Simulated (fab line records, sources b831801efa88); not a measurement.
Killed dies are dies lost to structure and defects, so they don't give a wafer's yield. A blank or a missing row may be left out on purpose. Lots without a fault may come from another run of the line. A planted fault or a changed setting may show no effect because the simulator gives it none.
fab line records | flow sky130
record lots=10 wafers=30 last_day=50
route steps=708 shown VIA3@585 CAP2M@604 PAD_OPEN@708
lots that met no fault: from a run of the same line without faults
start_h: hours from the record's first day to the start of the lot's first wafer shown | wait_h: hours since the lot's step before | " the same as in the row above | L1.1+2: a row that stands for several wafers | - no value, or no start given | * or withheld: withheld | < > ~ a bound
route shown NAME@n: a module of which the file shows steps, and the number in the route of the first | usual: mean/standard deviation of fault-free wafers | same: alike in all rows | chamber/n: place in a boat | sites: the reading at each site | _std_site: their standard deviation | _edge_site: outer sites' mean less inner sites' | radius_mm: how far each site lies from the wafer's centre | mask NAME#n: copy n | behind: the tool/chamber that last shaped the wafer | hold: why the lot was held/for how many hours/how that ended | device: the transistor (n, p or np) that didn't switch | end of line: the same wafers' tests at the end of the route | a step without rows: its recipe alone | killed: dies lost to structure and defects at the first sort, not the wafer's yield | map: a wafer's dies, x killed, . not, _ none there
set.NAME: the setting as run; set.NAME@STEP: as run at that earlier step | model.NAME: the simulator's own value behind a step, which no gauge read
steps of the route over a sample of lots; a table a step, a row a wafer
services: from which hour (start_h, from the record's first day; less than 0 if before it) a tool's chamber was out of use, for how many hours, and why
## steps
# step SKY_VIA3_CD_MEAS_12
# recipe target_cd_nm=200
# usual cd_nm=199.7/1.4
# columns lot.wafer tool chamber start_h wait_h cd_nm
L965.1 cd_sem-01 - 926.19 - 201.9
L965.2 " - " " 201.8
L965.5 " - " " 202.5
L966.2 cd_sem-01 - 934.00 - 199.9
L966.3 " - " " 199.5
L966.6 " - " " 199.4
L967.1 cd_sem-01 - 939.33 - 200.1
L967.5 " - " " 199.8
L967.6 " - " " 199.1
L969.4 cd_sem-02 - 967.75 - 199.4
L969.5 " - " " 200.5
L969.6 " - " " 199.7
L970.1 cd_sem-02 - 992.09 - 202.9
L970.2 " - " " 202.7
L970.6 " - " " 202.5
L974.1 cd_sem-02 - 997.19 - 199.6
L974.5 " - " " 201.3
L974.6 " - " " 200.4
L975.2 cd_sem-02 - 999.46 - 199.4
L975.3 " - " " 201.4
L975.6 " - " " 200.2
L980.1 cd_sem-01 - 1033.69 - 201.1
L980.5 " - " " 202.2
L980.6 " - " " 202.2
L985.1 cd_sem-02 - 1065.19 - 199.2
L985.2 " - " " 198.1
L985.3 " - " " 197.2
L987.2 cd_sem-02 - 1073.21 - 198.7
L987.4 " - " " 198.4
L987.5 " - " " 200.0
# step SKY_VIA3_OVL_MEAS_13
# usual VIA3_OVL=-1/6.4
# columns lot.wafer tool chamber start_h wait_h VIA3_OVL[nm]
L965.1 overlay-02 - 926.31 0.1 -1
L965.2 " - " " 2
L965.5 " - " " -4
L966.2 overlay-01 - 934.10 0.1 -6
L966.3 " - " " -3
L966.6 " - " " -1
L967.1 overlay-02 - 939.45 0.1 5
L967.5 " - " " 3
L967.6 " - " " -3
L969.4 overlay-02 - 967.83 0.1 1
L969.5 " - " " 1
L969.6 " - " " 1
L970.1 overlay-02 - 992.21 0.1 -6
L970.2 " - " " 0
L970.6 " - " " -5
L974.1 overlay-02 - 997.31 0.1 5
L974.5 " - " " 4
L974.6 " - " " 1
L975.2 overlay-02 - 999.57 0.1 -10
L975.3 " - " " -9
L975.6 " - " " -11
L980.1 overlay-02 - 1033.81 0.1 -1
L980.5 " - " " 1
L980.6 " - " " 0
L985.1 overlay-01 - 1065.31 0.1 9
L985.2 " - " " 13
L985.3 " - " " 9
L987.2 overlay-01 - 1073.32 0.1 1
L987.4 " - " " 4
L987.5 " - " " 11
# step SKY_CAP2M_THK_MEAS_01
# recipe reads=SiO2_of_CAP2M_CVD_00
# usual CAP2M_CVD_00_THK=15.52/0.2
# columns lot.wafer tool chamber start_h wait_h CAP2M_CVD_00_THK[nm]
L965.1 film_metro-02 - 927.88 - 15.29
L965.2 " - " " 15.37
L965.5 " - " " 15.60
L966.2 film_metro-01 - 935.92 - 14.91
L966.3 " - " " 15.32
L966.6 " - " " 15.45
L967.1 film_metro-01 - 941.05 - 15.52
L967.5 " - " " 15.48
L967.6 " - " " 15.63
L969.4 film_metro-02 - 970.13 - 15.79
L969.5 " - " " 15.85
L969.6 " - " " 15.82
L970.1 film_metro-03 - 993.78 - 15.40
L970.2 " - " " 15.58
L970.6 " - " " 15.88
L974.1 film_metro-01 - 998.91 - 15.33
L974.5 " - " " 15.51
L974.6 " - " " 15.63
L975.2 film_metro-01 - 1001.42 - 15.13
L975.3 " - " " 15.31
L975.6 " - " " 15.42
L980.1 film_metro-02 - 1035.45 - 15.41
L980.5 " - " " 15.50
L980.6 " - " " 15.73
L985.1 film_metro-02 - 1066.92 - 15.16
L985.2 " - " " 15.23
L985.3 " - " " 15.25
L987.2 film_metro-01 - 1074.90 - 15.20
L987.4 " - " " 15.39
L987.5 " - " " 15.55
# step SKY_CAP2M_SPUTTER_02
# recipe material=TiN target_thk_nm=200 temp_c=300 power_w=6500 time_s=166.7 chamber_pressure_pa=0.4
# usual susceptor_temp_C=299.97/0.18 throttle_valve_pct=30.3/0.68
# columns lot.wafer tool chamber start_h wait_h susceptor_temp_C throttle_valve_pct
L965.1 pvd_sputter-03 - 927.94 0.1 299.97 29.8
L965.2 " - " " 299.93 30.4
L965.5 " - " " 299.83 30.9
L966.2 pvd_sputter-04 - 935.97 0.0 300.21 29.9
L966.3 " - " " 300.20 29.5
L966.6 " - " " 299.90 30.6
L967.1 pvd_sputter-03 - 941.11 0.1 299.94 30.4
L967.5 " - " " 300.05 30.6
L967.6 " - " " 299.64 31.0
L969.4 pvd_sputter-02 - 970.16 0.0 300.01 29.9
L969.5 " - " " 299.90 31.4
L969.6 " - " " 299.72 29.5
L970.1 pvd_sputter-03 - 993.84 0.1 299.68 30.5
L970.2 " - " " 299.75 29.6
L970.6 " - " " 299.54 31.1
L974.1 pvd_sputter-03 - 998.97 0.1 - 31.5
L974.5 " - " " - 30.5
L974.6 " - " " - 29.6
L975.2 pvd_sputter-03 - 1001.47 0.0 - 31.2
L975.3 " - " " - 29.8
L975.6 " - " " - 29.5
L980.1 pvd_sputter-04 - 1035.51 0.1 300.05 30.5
L980.5 " - " " 300.09 29.9
L980.6 " - " " 299.82 30.9
L985.1 pvd_sputter-04 - 1066.98 0.1 300.07 29.8
L985.2 " - " " 300.28 29.8
L985.3 " - " " 300.11 30.5
L987.2 pvd_sputter-02 - 1074.95 0.0 299.89 30.2
L987.4 " - " " 300.25 29.2
L987.5 " - " " 300.05 29.9
# step SKY_CAP2M_RS_MEAS_03
# recipe thk_meas_gauge=four-point-probe reads=TiN_of_CAP2M_SPUTTER_02
# usual CAP2M_TIN_RS=6.93/0.069
# columns lot.wafer tool chamber start_h wait_h CAP2M_TIN_RS[ohm/sq]
L965.1 film_metro-03 - 928.05 0.1 6.82
L965.2 " - " " 6.81
L965.5 " - " " 6.84
L966.2 film_metro-03 - 936.10 0.1 6.85
L966.3 " - " " 6.78
L966.6 " - " " 6.86
L967.1 film_metro-02 - 941.22 0.1 6.81
L967.5 " - " " 6.84
L967.6 " - " " 6.89
L969.4 film_metro-03 - 970.33 0.1 6.85
L969.5 " - " " 6.91
L969.6 " - " " 6.78
L970.1 film_metro-02 - 993.95 0.1 6.97
L970.2 " - " " 6.94
L970.6 " - " " 7.04
L974.1 film_metro-01 - 999.08 0.1 7.30
L974.5 " - " " 7.23
L974.6 " - " " 7.24
L975.2 film_metro-03 - 1001.60 0.1 7.28
L975.3 " - " " 7.23
L975.6 " - " " 7.23
L980.1 film_metro-03 - 1035.62 0.1 6.98
L980.5 " - " " 6.95
L980.6 " - " " 6.99
L985.1 film_metro-01 - 1067.09 0.1 6.87
L985.2 " - " " 6.91
L985.3 " - " " 6.91
L987.2 film_metro-02 - 1075.08 0.1 6.93
L987.4 " - " " 6.88
L987.5 " - " " 6.93
# step SKY_CAP2M_THK_MEAS_04
# recipe thk_meas_gauge=xrf reads=TiN_of_CAP2M_SPUTTER_02
# usual CAP2M_TIN_THK=201.3/2
# columns lot.wafer tool chamber start_h wait_h CAP2M_TIN_THK[nm]
L965.1 film_metro-03 - 928.17 0.1 203.2
L965.2 " - " " 204.7
L965.5 " - " " 203.8
L966.2 film_metro-03 - 936.21 0.1 204.3
L966.3 " - " " 204.9
L966.6 " - " " 203.5
L967.1 film_metro-02 - 941.34 0.1 202.3
L967.5 " - " " 202.2
L967.6 " - " " 201.3
L969.4 film_metro-03 - 970.42 0.1 203.6
L969.5 " - " " 202.6
L969.6 " - " " 206.0
L970.1 film_metro-02 - 994.07 0.1 199.9
L970.2 " - " " 200.1
L970.6 " - " " 197.7
L974.1 film_metro-01 - 999.20 0.1 191.6
L974.5 " - " " 192.4
L974.6 " - " " 193.1
L975.2 film_metro-03 - 1001.71 0.1 192.1
L975.3 " - " " 193.0
L975.6 " - " " 193.7
L980.1 film_metro-03 - 1035.74 0.1 199.6
L980.5 " - " " 200.8
L980.6 " - " " 198.5
L985.1 film_metro-01 - 1067.21 0.1 203.5
L985.2 " - " " 202.9
L985.3 " - " " 200.9
L987.2 film_metro-02 - 1075.19 0.1 201.7
L987.4 " - " " 202.7
L987.5 " - " " 202.0
# step SKY_CAP2M_METAL_ETCH_13
# recipe target_depth_nm=220 stop_on=SiO2 chemistry=Cl2/BCl3 target=TiN pressure_mtorr=10 icp_w=900 bias_w=48.5 Cl2_flow_sccm=60 bcl3_flow_sccm=30 time_s=62.9
# usual drypump_motor_current_A=5.9/0.45 mfc_cl2_sccm=59.97/0.17 oes_product_au=0.940/0.0074 rf_fwd_power_W=892/3.5 throttle_valve_pct=21.902/0.0095
# columns lot.wafer tool chamber start_h wait_h drypump_motor_current_A mfc_cl2_sccm oes_product_au rf_fwd_power_W rf_hours_counter_h throttle_valve_pct
L965.1 rie_metal-04 1 952.18 0.0 6.5 60.04 0.936 889 7 21.903
L965.2 " 0 " " 5.7 59.82 0.955 893 1 21.891
L965.5 " 1 " " 6.4 59.82 0.945 892 - 21.904
L966.2 rie_metal-02 0 959.78 0.0 6.1 59.81 0.956 892 11 21.898
L966.3 " 0 " " 6.1 60.00 0.959 889 - 21.901
L966.6 " 1 " " 5.3 59.77 0.942 893 - 21.900
L967.1 rie_metal-02 1 964.38 0.0 5.3 59.83 0.945 895 14 21.908
L967.5 " 1 " " 5.3 60.00 0.948 896 - 21.902
L967.6 " 0 " " 6.1 60.07 0.946 894 - 21.900
L969.4 rie_metal-04 0 994.60 0.0 5.7 60.20 0.951 895 - 21.895
L969.5 " 1 " " 6.5 60.16 0.946 892 - 21.893
L969.6 " 0 " " 5.7 59.64 0.950 894 - 21.893
L970.1 rie_metal-02 1 1016.48 0.0 5.4 60.10 0.942 893 16 21.888
L970.2 " 0 " " 6.1 59.69 0.937 889 13 21.901
L970.6 " 1 " " 5.3 59.86 0.933 896 - 21.907
L974.1 rie_metal-04 1 1021.88 0.0 6.4 60.17 0.915 900 11 21.936
L974.5 " 0 " " 5.7 60.13 0.914 891 - 21.931
L974.6 " 1 " " 6.4 60.10 0.919 894 - 21.913
L975.2 rie_metal-01 1 1023.98 0.0 5.1 60.01 0.909 888 12 21.924
L975.3 " 1 " " 5.1 59.98 0.908 887 - 21.923
L975.6 " 0 " " 5.9 59.93 0.918 895 - 21.917
L980.1 rie_metal-01 1 1056.45 0.0 5.1 59.87 0.934 886 15 21.907
L980.5 " 0 " " 5.9 60.05 0.932 892 - 21.912
L980.6 " 1 " " 5.1 60.14 0.940 884 - 21.905
L985.1 rie_metal-04 0 1087.58 0.0 5.7 59.79 0.949 892 9 21.891
L985.2 " 1 " " 6.4 60.20 0.934 893 15 21.912
L985.3 " 0 " " 5.7 59.90 0.932 892 - 21.913
L987.2 rie_metal-04 1 1094.90 0.0 6.5 60.16 0.940 897 16 21.899
L987.4 " 0 " " 5.7 59.92 0.937 897 - 21.894
L987.5 " 1 " " 6.5 60.04 0.933 896 - 21.902
# step SKY_PAD_OPEN_PROBE_99
# usual defect_limited_yield=82.2/1.8 killed_at_M0_to_M3=44/6 killed_at_M4_up=3.3/2.1 killed_at_contacts=25/5.5 killed_at_front_end=15/4.3 killed_at_other=0.2/0.41 killed_dies=88/9.1 killed_open=48/6.6 killed_short=39/6.7 sort_bin_3_pad_short=0.9/0.4 sort_bin_5_function=10.4/1.5 sort_bin_6_memory=6.5/1.1 sort_n_pass=404/9.1 sort_yield_pct=82.2/1.8
# same gross_dies=492 killed_at_back_side=0 sort_bin_4_leakage[%]=0 sort_bin_8_speed[%]=0
# columns lot.wafer tool chamber start_h wait_h defect_limited_yield[%] killed_at_M0_to_M3 killed_at_M4_up killed_at_contacts killed_at_front_end killed_at_other killed_dies killed_open killed_short sort_bin_3_pad_short[%] sort_bin_5_function[%] sort_bin_6_memory[%] sort_n_pass sort_yield_pct[%]
L965.1 prober-02 - 1069.91 0.1 83.9 37 4 27 11 0 79 51 28 0.4 9.1 6.5 413 83.9
L965.2 prober-02 - 1069.96 0.1 83.9 36 7 27 8 1 79 39 39 0.8 10.6 4.7 413 83.9
L965.5 prober-02 - 1070.11 0.2 85.2 38 2 18 15 0 73 44 29 0.8 9.1 4.9 419 85.2
L966.2 prober-01 - 1076.86 0.1 85.0 32 2 28 12 0 74 44 30 0.4 7.7 6.9 418 85.0
L966.3 prober-01 - 1076.91 0.2 86.2 37 2 23 6 0 68 44 24 1.2 5.9 6.7 424 86.2
L966.6 prober-01 - 1077.06 0.2 83.9 35 0 27 17 0 79 42 37 0.2 9.3 6.5 413 83.9
L967.1 prober-02 - 1081.44 0.1 82.5 48 6 21 10 1 86 56 30 1.0 10.6 5.9 406 82.5
L967.5 prober-02 - 1081.64 0.2 83.5 36 1 28 16 0 81 52 29 0.2 8.5 7.7 411 83.5
L967.6 prober-02 - 1081.69 0.2 82.7 40 4 22 19 0 85 50 35 0.6 11.6 5.1 407 82.7
L969.4 prober-02 - 1110.04 0.2 82.7 42 2 20 20 1 85 41 44 0.6 10.8 5.9 407 82.7
L969.5 prober-02 - 1110.09 0.2 80.1 49 2 31 15 1 98 48 49 0.8 11.6 7.5 394 80.1
L969.6 prober-02 - 1110.14 0.2 84.8 36 3 18 18 0 75 37 38 0.6 9.6 5.1 417 84.8
L970.1 prober-02 - 1130.10 0.1 82.3 46 2 14 25 0 87 55 32 0.6 10.0 7.1 405 82.3
L970.2 prober-02 - 1130.15 0.1 78.5 49 8 25 24 0 106 57 49 1.0 12.4 8.1 386 78.5
L970.6 prober-02 - 1130.35 0.2 82.1 44 4 21 19 0 88 43 44 0.6 10.0 7.3 404 82.1
L974.1 prober-02 - 1135.47 0.1 80.3 46 0 38 13 0 97 65 32 1.0 10.2 8.5 395 80.3
L974.5 prober-02 - 1135.67 0.2 82.1 47 2 17 22 0 88 43 45 0.6 9.1 8.1 404 82.1
L974.6 prober-02 - 1135.72 0.2 83.1 46 3 21 13 0 83 41 40 0.6 9.1 7.1 409 83.1
L975.2 prober-02 - 1137.55 0.1 79.5 50 0 35 16 0 101 55 46 1.8 11.8 6.9 391 79.5
L975.3 prober-02 - 1137.60 0.2 80.5 54 1 22 19 0 96 50 46 1.4 11.2 6.9 396 80.5
L975.6 prober-02 - 1137.75 0.2 81.9 40 4 33 11 1 89 56 33 1.2 11.6 5.3 403 81.9
L980.1 prober-01 - 1161.70 0.1 81.3 43 6 32 11 0 92 45 47 1.2 11.4 6.1 400 81.3
L980.5 prober-01 - 1161.90 0.2 82.1 47 3 19 19 0 88 45 43 0.4 11.2 6.3 404 82.1
L980.6 prober-01 - 1161.95 0.2 80.3 50 0 33 13 1 97 57 40 2.0 10.2 7.5 395 80.3
L985.1 prober-02 - 1187.81 0.1 82.3 44 2 27 14 0 87 46 41 0.2 10.0 7.5 405 82.3
L985.2 prober-02 - 1187.86 0.1 86.6 33 2 16 14 1 66 35 31 0.6 7.1 5.7 426 86.6
L985.3 prober-02 - 1187.91 0.2 82.3 40 5 18 24 0 87 45 42 1.0 11.0 5.7 405 82.3
L987.2 prober-02 - 1194.26 0.1 80.7 47 6 24 17 1 95 48 47 1.4 9.8 8.1 397 80.7
L987.4 prober-02 - 1194.36 0.2 81.9 39 7 29 13 1 89 48 41 0.4 9.8 7.9 403 81.9
L987.5 prober-02 - 1194.41 0.2 81.5 44 5 21 21 0 91 45 46 1.4 10.6 6.5 401 81.5
# killed by level:class
L965.1 VIA1:geometric_particle:open=14 CONTACT:geometric_particle:open=11 VIA3:geometric_particle:open=7 LI_CONTACT:geometric_particle:open=5 CONTACT:geometric_particle:short=4 METAL3:geometric_particle:short=4 FIELD_ISO:geometric_particle:open=3 POLY_GATE:geometric_particle:open=3
L965.2 CONTACT:geometric_particle:open=10 VIA3:geometric_particle:open=8 VIA1:geometric_particle:open=6 CONTACT:geometric_particle:short=6 LI_CONTACT:geometric_particle:open=5 VIA1:geometric_particle:short=5 METAL4:geometric_particle:short=5 METAL1:geometric_particle:short=4
L965.5 VIA3:geometric_particle:open=10 METAL2:geometric_particle:short=6 LI_CONTACT:geometric_particle:open=5 VIA1:geometric_particle:open=5 VIA2:geometric_particle:open=5 CONTACT:geometric_particle:open=4 FIELD_ISO:geometric_particle:open=3 LI_CONTACT:geometric_particle:short=3
L966.2 VIA1:geometric_particle:open=11 CONTACT:geometric_particle:open=10 LI_CONTACT:geometric_particle:open=6 LOCAL_INTERCONNECT:geometric_particle:short=5 VIA2:geometric_particle:open=5 FIELD_ISO:geometric_particle:short=3 FIELD_ISO:geometric_particle:open=3 POLY_GATE:geometric_particle:open=3
L966.3 CONTACT:geometric_particle:open=12 VIA1:geometric_particle:open=12 VIA1:geometric_particle:short=6 VIA3:geometric_particle:open=5 LI_CONTACT:geometric_particle:open=4 METAL2:geometric_particle:short=4 VIA2:geometric_particle:open=4 LOCAL_INTERCONNECT:geometric_particle:short=3
L966.6 VIA1:geometric_particle:open=12 CONTACT:geometric_particle:open=8 LI_CONTACT:geometric_particle:open=6 CONTACT:geometric_particle:short=6 POLY_GATE:geometric_particle:short=5 VIA3:geometric_particle:open=5 VIA1:geometric_particle:short=5 METAL3:geometric_particle:short=4
L967.1 VIA1:geometric_particle:open=11 CONTACT:geometric_particle:open=9 VIA3:geometric_particle:open=8 LI_CONTACT:geometric_particle:open=6 METAL2:geometric_particle:short=6 POLY_GATE:geometric_particle:open=5 VIA2:geometric_particle:open=5 METAL1:geometric_particle:open=4
L967.5 CONTACT:geometric_particle:open=16 VIA1:geometric_particle:open=10 FIELD_ISO:geometric_particle:open=6 METAL1:geometric_particle:short=6 LI_CONTACT:geometric_particle:open=4 METAL2:geometric_particle:short=4 VIA3:geometric_particle:open=4 FIELD_ISO:geometric_particle:short=3
L967.6 VIA1:geometric_particle:open=12 CONTACT:geometric_particle:open=9 VIA3:geometric_particle:open=6 METAL1:geometric_particle:open=6 POLY_GATE:geometric_particle:open=5 VIA3:geometric_particle:short=5 FIELD_ISO:geometric_particle:short=4 LI_CONTACT:geometric_particle:open=4
L969.4 VIA1:geometric_particle:open=15 FIELD_ISO:geometric_particle:short=8 CONTACT:geometric_particle:open=7 VIA2:geometric_particle:open=5 CONTACT:geometric_particle:short=4 VIA2:geometric_particle:short=4 VIA3:geometric_particle:open=4 POLY_GATE:geometric_particle:short=3
L969.5 VIA1:geometric_particle:open=12 CONTACT:geometric_particle:open=10 METAL1:geometric_particle:short=9 LI_CONTACT:geometric_particle:open=8 POLY_GATE:geometric_particle:open=7 LOCAL_INTERCONNECT:geometric_particle:short=6 VIA1:geometric_particle:short=6 CONTACT:geometric_particle:short=5
L969.6 CONTACT:geometric_particle:open=6 VIA3:geometric_particle:open=6 VIA1:geometric_particle:open=6 FIELD_ISO:geometric_particle:short=5 VIA2:geometric_particle:open=5 FIELD_ISO:geometric_particle:open=4 POLY_GATE:geometric_particle:short=4 LOCAL_INTERCONNECT:geometric_particle:short=4
L970.1 VIA1:geometric_particle:open=18 FIELD_ISO:geometric_particle:open=10 POLY_GATE:geometric_particle:open=8 CONTACT:geometric_particle:open=6 METAL2:geometric_particle:short=6 FIELD_ISO:geometric_particle:short=5 VIA2:geometric_particle:short=4 VIA2:geometric_particle:open=4
L970.2 LI_CONTACT:geometric_particle:open=11 CONTACT:geometric_particle:open=10 VIA1:geometric_particle:short=9 METAL2:geometric_particle:short=8 FIELD_ISO:geometric_particle:short=7 POLY_GATE:geometric_particle:open=7 VIA1:geometric_particle:open=7 FIELD_ISO:geometric_particle:open=6
L970.6 VIA1:geometric_particle:open=8 VIA2:geometric_particle:open=8 CONTACT:geometric_particle:short=6 POLY_GATE:geometric_particle:short=6 VIA3:geometric_particle:open=6 METAL2:geometric_particle:short=6 FIELD_ISO:geometric_particle:short=5 CONTACT:geometric_particle:open=5
L974.1 CONTACT:geometric_particle:open=14 LI_CONTACT:geometric_particle:open=13 VIA1:geometric_particle:open=9 VIA3:geometric_particle:open=9 VIA2:geometric_particle:open=7 METAL2:geometric_particle:short=5 LI_CONTACT:geometric_particle:short=4 CONTACT:geometric_particle:short=4
L974.5 VIA1:geometric_particle:open=10 METAL2:geometric_particle:short=8 VIA2:geometric_particle:open=7 FIELD_ISO:geometric_particle:short=6 CONTACT:geometric_particle:short=6 VIA3:geometric_particle:open=6 POLY_GATE:geometric_particle:short=5 LI_CONTACT:geometric_particle:open=5
L974.6 CONTACT:geometric_particle:open=8 VIA1:geometric_particle:open=8 VIA2:geometric_particle:open=8 VIA3:geometric_particle:open=8 VIA1:geometric_particle:short=6 METAL1:geometric_particle:short=6 FIELD_ISO:geometric_particle:short=4 LOCAL_INTERCONNECT:geometric_particle:short=4
L975.2 VIA1:geometric_particle:open=18 CONTACT:geometric_particle:open=11 LI_CONTACT:geometric_particle:open=10 FIELD_ISO:geometric_particle:short=8 LOCAL_INTERCONNECT:geometric_particle:short=6 CONTACT:geometric_particle:short=6 VIA3:geometric_particle:short=6 VIA2:geometric_particle:open=5
L975.3 VIA1:geometric_particle:open=15 CONTACT:geometric_particle:open=10 FIELD_ISO:geometric_particle:short=8 VIA3:geometric_particle:open=8 VIA3:geometric_particle:short=6 LI_CONTACT:geometric_particle:open=5 VIA1:geometric_particle:short=5 VIA2:geometric_particle:open=5
L975.6 CONTACT:geometric_particle:open=15 VIA1:geometric_particle:open=9 VIA3:geometric_particle:open=8 LI_CONTACT:geometric_particle:open=6 FIELD_ISO:geometric_particle:open=4 LOCAL_INTERCONNECT:geometric_particle:short=4 CONTACT:geometric_particle:short=4 METAL1:geometric_particle:short=4
L980.1 VIA1:geometric_particle:open=12 CONTACT:geometric_particle:open=8 LOCAL_INTERCONNECT:geometric_particle:short=7 METAL2:geometric_particle:short=7 LI_CONTACT:geometric_particle:open=7 CONTACT:geometric_particle:short=6 VIA1:geometric_particle:short=6 VIA2:geometric_particle:open=5
L980.5 POLY_GATE:geometric_particle:open=7 VIA1:geometric_particle:open=7 VIA1:geometric_particle:short=7 LI_CONTACT:geometric_particle:short=6 METAL1:geometric_particle:short=6 VIA3:geometric_particle:open=6 LI_CONTACT:geometric_particle:open=5 FIELD_ISO:geometric_particle:open=4
L980.6 CONTACT:geometric_particle:open=17 VIA1:geometric_particle:open=12 VIA1:geometric_particle:short=8 METAL2:geometric_particle:short=8 LI_CONTACT:geometric_particle:open=7 VIA2:geometric_particle:open=6 POLY_GATE:geometric_particle:open=5 LI_CONTACT:geometric_particle:short=4
L985.1 VIA1:geometric_particle:open=9 LI_CONTACT:geometric_particle:open=8 CONTACT:geometric_particle:open=7 LI_CONTACT:geometric_particle:short=7 VIA2:geometric_particle:open=6 METAL1:geometric_particle:short=6 POLY_GATE:geometric_particle:open=4 METAL1:geometric_particle:open=4
L985.2 VIA2:geometric_particle:open=8 FIELD_ISO:geometric_particle:short=5 LI_CONTACT:geometric_particle:open=5 CONTACT:geometric_particle:open=5 VIA1:geometric_particle:open=5 METAL2:geometric_particle:short=5 VIA1:geometric_particle:short=4 POLY_CUT:geometric_particle:open=3
L985.3 VIA2:geometric_particle:open=9 LI_CONTACT:geometric_particle:open=8 FIELD_ISO:geometric_particle:open=7 FIELD_ISO:geometric_particle:short=6 METAL2:geometric_particle:short=6 VIA1:geometric_particle:short=5 METAL4:geometric_particle:short=5 POLY_GATE:geometric_particle:open=4
L987.2 METAL1:geometric_particle:short=10 VIA1:geometric_particle:open=10 LI_CONTACT:geometric_particle:open=7 CONTACT:geometric_particle:open=7 VIA3:geometric_particle:open=7 POLY_GATE:geometric_particle:short=5 CONTACT:geometric_particle:short=5 VIA2:geometric_particle:short=5
L987.4 CONTACT:geometric_particle:open=9 VIA3:geometric_particle:open=8 LI_CONTACT:geometric_particle:open=7 LOCAL_INTERCONNECT:geometric_particle:short=7 FIELD_ISO:geometric_particle:open=6 VIA1:geometric_particle:open=5 VIA2:geometric_particle:short=5 CONTACT:geometric_particle:short=4
L987.5 VIA1:geometric_particle:open=16 CONTACT:geometric_particle:open=8 FIELD_ISO:geometric_particle:open=7 VIA1:geometric_particle:short=6 POLY_GATE:geometric_particle:short=5 METAL2:geometric_particle:short=5 FIELD_ISO:geometric_particle:short=4 METAL1:geometric_particle:short=4
## services
# columns tool chamber start_h hours kind
rie_metal-02 - 906.27 2.8 pm
rie_metal-02 1 917.11 2.6 repair
pvd_sputter-03 - 920.18 1.9 repair
pvd_sputter-02 - 926.81 3.3 repair
pvd_sputter-04 - 942.44 1.1 repair
rie_metal-01 - 954.43 2.8 pm
pvd_sputter-04 3 964.25 - consumable_replace:kit
pvd_sputter-04 3 964.25 18.0 scheduled_down
pvd_sputter-04 3 964.25 18.0 vent_cycle
pvd_sputter-03 1 970.08 - consumable_replace:kit
pvd_sputter-03 1 970.08 18.0 scheduled_down
pvd_sputter-03 1 970.08 18.0 vent_cycle
rie_metal-02 - 973.21 2.7 repair
pvd_sputter-04 - 976.07 8.4 repair
rie_metal-02 - 1009.11 2.1 repair
pvd_sputter-02 1 1023.38 - consumable_replace:kit
pvd_sputter-03 - 1033.43 6.9 repair
pvd_sputter-04 2 1045.86 - consumable_replace:kit
pvd_sputter-04 2 1045.86 18.0 scheduled_down
pvd_sputter-04 2 1045.86 18.0 vent_cycle
pvd_sputter-02 - 1048.85 1.9 repair
pvd_sputter-04 - 1087.13 9.2 repair
rie_metal-01 0 1087.74 5.5 repair
rie_metal-01 1 1089.90 21.7 repair
## key
first_sign step=SKY_CAP2M_RS_MEAS_03 reading=CAP2M_TIN_RS direction=up sigmas=4.6 usual=6.93 struck=7.25
effect step=SKY_CAP2M_THK_MEAS_04 reading=CAP2M_TIN_THK direction=down sigmas=4.2 usual=201.3 struck=192.7
effect step=SKY_CAP2M_METAL_ETCH_13 reading=oes_product_au direction=down sigmas=3.5 usual=0.940 struck=0.914
met_at SKY_CAP2M_SPUTTER_02
struck_lots L974,L975
not_acting_at SKY_VIA3_CD_MEAS_12,SKY_VIA3_OVL_MEAS_13,SKY_CAP2M_THK_MEAS_01
onset_between 993.84 998.97
fault kind=process_parameter_drift tool=pvd_sputter-03 chamber=- onset_h=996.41 steps=SKY_CAP2M_SPUTTER_02 channel=time_s offset=* shape=step end_h=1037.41 acts_in=* stated=*
